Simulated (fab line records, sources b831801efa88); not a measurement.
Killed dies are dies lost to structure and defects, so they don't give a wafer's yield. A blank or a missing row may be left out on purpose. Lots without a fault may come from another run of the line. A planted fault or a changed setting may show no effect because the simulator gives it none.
Chamber matching | flow sky130 | SKY_CONTACT_ETCH_17 on rie_diel-01: 4 sister chambers
The step etches SiO2 in C4F8/O2/Ar, stops on Si3N4, target depth 340 nm. 14 wafers are shown with their chamber, then 7 later ones without.

WAFERS WITH THEIR CHAMBER
wafer  | chamber | bias_w (W) | oes_product_au (a.u.) | chamber_pressure_mTorr (mTorr)
L078.1 | 1       | 1199       | 0.890                 | 40.07
L078.4 | 3       | 1202       | 0.897                 | 40.01
L078.5 | 2       | 1204       | 0.886                 | 40.03
L081.1 | 3       | 1205       | 0.885                 | 39.95
L081.3 | 0       | 1201       | 0.899                 | 39.96
L081.5 | 1       | 1193       | 0.884                 | 39.92
L082.3 | 0       | 1196       | 0.893                 | 40.03
L082.4 | 3       | 1201       | 0.893                 | 40.03
L082.6 | 0       | 1200       | 0.889                 | 39.98
L089.2 | 3       | 1203       | 0.889                 | 40.01
L089.3 | 2       | 1198       | 0.895                 | 39.99
L089.5 | 3       | 1200       | 0.883                 | 39.98
L090.2 | 1       | 1198       | 0.891                 | 40.05
L090.3 | 0       | 1196       | 0.902                 | 40.02

SIGNATURES (means of the wafers above)
reading                | chamber 0 | chamber 1 | chamber 2 | chamber 3 | scatter within a chamber
bias_w                 | 1198.25   | 1196.67   | 1201.00   | 1202.20   | 2.72
oes_product_au         | 0.89575   | 0.88833   | 0.89050   | 0.88940   | 0.00551
chamber_pressure_mTorr | 39.9975   | 40.0133   | 40.0100   | 39.9960   | 0.0461
Rule: a wafer's distance from a chamber is the root of the sum, over the readings, of the square of ((its reading less the chamber's mean) divided by the reading's scatter). The wafer belongs to the nearest chamber; if the next one is less than 2 further off, it can't be placed. The scatter: the root of (the sum of the squares of (reading less its chamber's mean) over the shown wafers, divided by (wafers less chambers)).

WAFERS WITHOUT THEIR CHAMBER
wafer  | bias_w (W) | oes_product_au (a.u.) | chamber_pressure_mTorr (mTorr)
L090.4 | 1198       | 0.897                 | 39.99
L094.3 | 1197       | 0.897                 | 40.00
L094.4 | 1202       | 0.886                 | 40.06
L094.6 | 1205       | 0.891                 | 39.95
L097.1 | 1202       | 0.895                 | 39.99
L097.2 | 1195       | 0.892                 | 39.91
L097.4 | 1204       | 0.895                 | 40.02

WHICH CHAMBER EACH WENT THROUGH
wafer  | from the rows above               | in truth
L090.4 | can't be placed: 0 or 2 or 1 or 3 | 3
L094.3 | can't be placed: 0 or 1 or 2 or 3 | 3
L094.4 | can't be placed: 2 or 3 or 1 or 0 | 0
L094.6 | can't be placed: 3 or 2 or 0 or 1 | 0
L097.1 | can't be placed: 2 or 3 or 0 or 1 | 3
L097.2 | can't be placed: 0 or 1 or 2 or 3 | 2
L097.4 | can't be placed: 3 or 2 or 0 or 1 | 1
Placed correctly: 0 of 7. Can't be placed from these rows: 7 (the true chamber is among the candidates in 7). Placed wrongly: 0.
